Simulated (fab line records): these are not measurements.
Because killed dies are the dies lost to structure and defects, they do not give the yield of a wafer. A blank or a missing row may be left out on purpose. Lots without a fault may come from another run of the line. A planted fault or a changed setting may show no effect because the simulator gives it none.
What tool caused it? -- flow sky130 -- 10 lots, 30 wafers sampled, at 1 step of a route of 708

== WHAT THE GAUGES SHOWED, per wafer ==
SKY_FIELD_ISO_BOW_MEAS_00. Usual: for INCOMING_BOW the level is 1 um and the standard deviation is 6.9.
lot,measured,on,INCOMING_BOW (um),flag
L964,day 1 10:00,film_metro-04,-11 9 8,
L968,day 2 06:00,film_metro-01,0 7 -16,
L971,day 2 21:00,film_metro-01,16 -1 0,
L972,day 3 02:00,film_metro-01,-2 0 -1,
L973,day 3 07:00,film_metro-02,5 10 -5,
L980,day 4 18:02,film_metro-02,11 -8 -4,
L982,day 5 04:01,film_metro-04,5 2 -6,
L983,day 5 09:01,film_metro-02,-9 5 -5,
L985,day 5 19:00,film_metro-02,1 0 8,
L986,day 6 00:00,film_metro-01,-2 -3 5,

== TOOL THAT RAN EACH LOT (tool first, then ch and the chambers of the sampled wafers, then the start) ==
The record shows no process step preceding these readings.

== AS READ BY THE TOOLS THEMSELVES (means over the sampled wafers that have a number; for cases with no such wafer, the mark the record gives instead) ==
The record holds no such reading with a usual standard deviation.

== THE ANSWER, worked out from the rows above alone ==
Rule: a lot counts as off when the mean over its wafers that have a number is more than 3 standard deviations away from the usual mean. A lot without any number at a reading at which 4 lots or more have one is off too. Any other lot the step has rows for is counted as sound. After the gauges, taken in route order, come the tools' own readings; for these a lot's mean is taken, as printed above. At the first step where some lot is off, the reading lying furthest off is the one used; lots without a number count as furthest.
No lot is off on any of the readings shown, so nothing can be concluded from this.

== WHAT THE SIMULATOR PUT IN ==
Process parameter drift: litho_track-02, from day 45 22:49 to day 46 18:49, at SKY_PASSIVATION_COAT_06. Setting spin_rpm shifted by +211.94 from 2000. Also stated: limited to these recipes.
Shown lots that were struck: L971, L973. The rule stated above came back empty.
